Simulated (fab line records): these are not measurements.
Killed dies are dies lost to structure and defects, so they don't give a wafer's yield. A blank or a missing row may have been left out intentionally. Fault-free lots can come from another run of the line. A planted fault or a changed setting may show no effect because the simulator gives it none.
Which tool is to blame? + flow sky130 + Sampling: 12 lots, 34 wafers, 6 of 708 route steps

== WHAT THE GAUGES READ, wafer by wafer ==
SKY_METAL1_RS_MEAS_05: uses a four-point probe to measure. Usual: METAL1_ALCU_RS 0.1271 ohm/sq, standard deviation 0.0012.
| lot  | measured     | on           | METAL1_ALCU_RS (ohm/sq) | flag |
|------|--------------|--------------|-------------------------|------|
| L780 | day 31 18:58 | filmMetro-01 | 0.1268 0.1270 0.1265    |      |
| L781 | day 32 13:02 | filmMetro-04 | 0.1254 0.1259 0.1250    |      |
| L783 | day 32 23:15 | filmMetro-04 | 0.1275 0.1283 0.1273    |      |
| L784 | day 33 10:56 | filmMetro-01 | 0.1256 0.1257 0.1274    |      |
| L785 | day 33 20:44 | filmMetro-03 | 0.1279 0.1277 0.1276    |      |
| L786 | day 34 04:06 | filmMetro-01 | 0.1252 0.1256 0.1246    |      |
| L788 | day 34 14:01 | filmMetro-03 | 0.1269 0.1264 0.1264    |      |
| L789 | day 35 00:56 | filmMetro-03 | 0.1268 0.1269 0.1269    |      |
| L791 | day 35 19:14 | filmMetro-01 | 0.1257 0.1258 0.1260    |      |
| L793 | day 36 10:11 | filmMetro-01 | 0.1288 0.1295 0.1278    |      |
| L796 | day 37 04:50 | filmMetro-01 | 0.1269 0.1283           |      |
| L797 | day 37 10:43 | filmMetro-03 | 0.1277 0.1270           |      |

SKY_VIA1_BOW_MEAS_03. Usual: VIA1_BOW 81 um, standard deviation 7.3.
| lot  | measured     | on           | VIA1_BOW (um) | flag |
|------|--------------|--------------|---------------|------|
| L780 | day 32 23:52 | filmMetro-03 | 79 73 88      |      |
| L781 | day 33 17:01 | filmMetro-04 | 77 84 84      |      |
| L783 | day 34 03:15 | filmMetro-04 | 81 83 80      |      |
| L784 | day 34 14:45 | filmMetro-04 | 82 91 78      |      |
| L785 | day 35 00:20 | filmMetro-02 | 85 82 77      |      |
| L786 | day 35 08:19 | filmMetro-03 | 80 78 93      |      |
| L788 | day 35 17:40 | filmMetro-03 | 86 76 77      |      |
| L789 | day 36 04:28 | filmMetro-03 | 86 80 83      |      |
| L791 | day 36 22:56 | filmMetro-04 | 96 85 91      |      |
| L793 | day 37 13:34 | filmMetro-02 | 82 76 88      |      |
| L796 | day 38 08:07 | filmMetro-02 | 73 63         |      |
| L797 | day 38 13:38 | filmMetro-03 | 84 73         |      |

SKY_VIA1_RS_MEAS_22: uses a four-point probe to measure. Usual: VIA1_W_RS 0.432 ohm/sq, standard deviation 0.0047.
| lot  | measured     | on           | VIA1_W_RS (ohm/sq) | flag |
|------|--------------|--------------|--------------------|------|
| L780 | day 34 03:15 | filmMetro-02 | 0.422 0.433 0.434  |      |
| L781 | day 34 20:14 | filmMetro-04 | 0.430 0.426 0.425  |      |
| L783 | day 35 06:47 | filmMetro-02 | 0.436 0.440 0.437  |      |
| L784 | day 35 17:52 | filmMetro-04 | 0.436 0.431 0.433  |      |
| L785 | day 36 04:04 | filmMetro-03 | 0.424 0.428 0.428  |      |
| L786 | day 36 11:59 | filmMetro-03 | 0.438 0.435 0.437  |      |
| L788 | day 36 21:09 | filmMetro-02 | 0.443 0.430 0.429  |      |
| L789 | day 37 08:29 | filmMetro-03 | 0.443 0.432 0.430  |      |
| L791 | day 38 01:55 | filmMetro-03 | 0.436 0.435 0.433  |      |
| L793 | day 38 15:28 | filmMetro-02 | 0.436 0.433 0.432  |      |
| L796 | day 39 10:21 | filmMetro-02 | 0.452 0.438        |      |
| L797 | day 39 15:34 | filmMetro-04 | 0.450 0.428        |      |

SKY_VIA1_THK_MEAS_23: measures by xrf. Usual: VIA1_W_THK 269 nm, standard deviation 3.3.
| lot  | measured     | on           | VIA1_W_THK (nm) | flag |
|------|--------------|--------------|-----------------|------|
| L780 | day 34 03:22 | filmMetro-02 | 277 269 269     |      |
| L781 | day 34 20:20 | filmMetro-04 | 271 273 273     |      |
| L783 | day 35 06:54 | filmMetro-02 | 270 268 270     |      |
| L784 | day 35 17:59 | filmMetro-04 | 265 268 268     |      |
| L785 | day 36 04:10 | filmMetro-03 | 272 270 268     |      |
| L786 | day 36 12:06 | filmMetro-03 | 265 266 265     |      |
| L788 | day 36 21:16 | filmMetro-02 | 262 270 270     |      |
| L789 | day 37 08:36 | filmMetro-03 | 262 269 269     |      |
| L791 | day 38 02:02 | filmMetro-03 | 264 265 266     |      |
| L793 | day 38 15:35 | filmMetro-02 | 272 275 274     |      |
| L796 | day 39 10:26 | filmMetro-02 | 260 268         |      |
| L797 | day 39 15:39 | filmMetro-04 | 256 272         |      |

== WHAT TOOL EACH LOT RAN ON (gives the tool, then ch and the chambers of the sampled wafers, and finally the start) ==
| lot  | SKY_VIA1_STRIP_16                   | SKY_VIA1_CVD_21              |
|------|-------------------------------------|------------------------------|
| L780 | plasmaAsher-03 ch 0,1, day 34 02:30 | cvdW-01 ch 0,1, day 34 03:09 |
| L781 | plasmaAsher-02 ch 0,1, day 34 19:29 | cvdW-01 ch 0,1, day 34 20:08 |
| L783 | plasmaAsher-02 ch 0,1, day 35 05:57 | cvdW-02 ch 0,1, day 35 06:41 |
| L784 | plasmaAsher-01 ch 0,1, day 35 17:06 | cvdW-02 ch 0,1, day 35 17:46 |
| L785 | plasmaAsher-02 ch 0,1, day 36 03:17 | cvdW-02 ch 0,1, day 36 03:57 |
| L786 | plasmaAsher-03 ch 0,1, day 36 11:14 | cvdW-01 ch 0,1, day 36 11:53 |
| L788 | plasmaAsher-02 ch 0,1, day 36 20:24 | cvdW-01 ch 0,1, day 36 21:04 |
| L789 | plasmaAsher-01 ch 0,1, day 37 07:20 | cvdW-01 ch 0,1, day 37 08:23 |
| L791 | plasmaAsher-03 ch 0,1, day 38 01:09 | cvdW-01 ch 0,1, day 38 01:49 |
| L793 | plasmaAsher-02 ch 1, day 38 14:38   | cvdW-02 ch 0,1, day 38 15:22 |
| L796 | plasmaAsher-01 ch 0,1, day 39 09:34 | cvdW-01 ch 0,1, day 39 10:14 |
| L797 | plasmaAsher-01 ch 0,1, day 39 14:48 | cvdW-01 ch 0,1, day 39 15:28 |
- SKY_VIA1_STRIP_16: strips in O2/N2.
- SKY_VIA1_CVD_21: deposits W, target thk 270 nm, time 80.902 s.

== WHAT THE TOOLS THEMSELVES READ (means of the sampled wafers that have a number; where no wafer has one, the mark that the record gives instead) ==
SKY_VIA1_STRIP_16. Usual: drypumpMotorCurrentA 5.6 A, standard deviation 0.52; oesProductAu 0.416 a.u., standard deviation 0.0042; stripTimeToEndpointS 4.469 s, standard deviation 0.019.
| lot  | tool           | drypumpMotorCurrentA (A) | oesProductAu (a.u.) | stripTimeToEndpointS (s) | flag |
|------|----------------|--------------------------|---------------------|--------------------------|------|
| L780 | plasmaAsher-03 | 5.8                      | 0.414               | 4.451                    |      |
| L781 | plasmaAsher-02 | 5.2                      | 0.413               | 4.449                    |      |
| L783 | plasmaAsher-02 | 5.6                      | 0.420               | 4.503                    |      |
| L784 | plasmaAsher-01 | 5.5                      | 0.415               | 4.473                    |      |
| L785 | plasmaAsher-02 | 5.2                      | 0.416               | 4.466                    |      |
| L786 | plasmaAsher-03 | 5.6                      | 0.415               | 4.472                    |      |
| L788 | plasmaAsher-02 | 5.2                      | 0.412               | 4.460                    |      |
| L789 | plasmaAsher-01 | 5.5                      | 0.413               | 4.460                    |      |
| L791 | plasmaAsher-03 | 5.6                      | 0.414               | 4.464                    |      |
| L793 | plasmaAsher-02 | 4.8                      | 0.415               | 4.465                    |      |
| L796 | plasmaAsher-01 | 5.6                      | 0.414               | 4.463                    |      |
| L797 | plasmaAsher-01 | 5.7                      | 0.415               | 4.479                    |      |

SKY_VIA1_CVD_21. Usual: heaterPowerW reads 824 W (standard deviation 38).
| lot  | tool    | heaterPowerW (W) | flag |
|------|---------|------------------|------|
| L780 | cvdW-01 | 824              |      |
| L781 | cvdW-01 | 809              |      |
| L783 | cvdW-02 | 866              |      |
| L784 | cvdW-02 | 851              |      |
| L785 | cvdW-02 | 863              |      |
| L786 | cvdW-01 | 821              |      |
| L788 | cvdW-01 | 810              |      |
| L789 | cvdW-01 | 824              |      |
| L791 | cvdW-01 | 828              |      |
| L793 | cvdW-02 | 864              |      |
| L796 | cvdW-01 | 818              |      |
| L797 | cvdW-01 | 814              |      |

== THE ANSWER, worked out from the rows above alone ==
Rule: a lot counts as off when the mean over its wafers that have a number is more than 3 standard deviations away from the usual mean. A lot without any number at a reading at which 4 lots or more have one is off too. All remaining lots with rows at the step are treated as sound. After the gauges, taken in route order, come the tools' own readings; for these a lot's mean is taken, as printed above. At the first step where some lot is off, the reading lying furthest off is the one used; lots without a number count as furthest.
No lot is off at any reading shown: from this, nothing can be told.

== WHAT THE SIMULATOR HAD PUT IN ==
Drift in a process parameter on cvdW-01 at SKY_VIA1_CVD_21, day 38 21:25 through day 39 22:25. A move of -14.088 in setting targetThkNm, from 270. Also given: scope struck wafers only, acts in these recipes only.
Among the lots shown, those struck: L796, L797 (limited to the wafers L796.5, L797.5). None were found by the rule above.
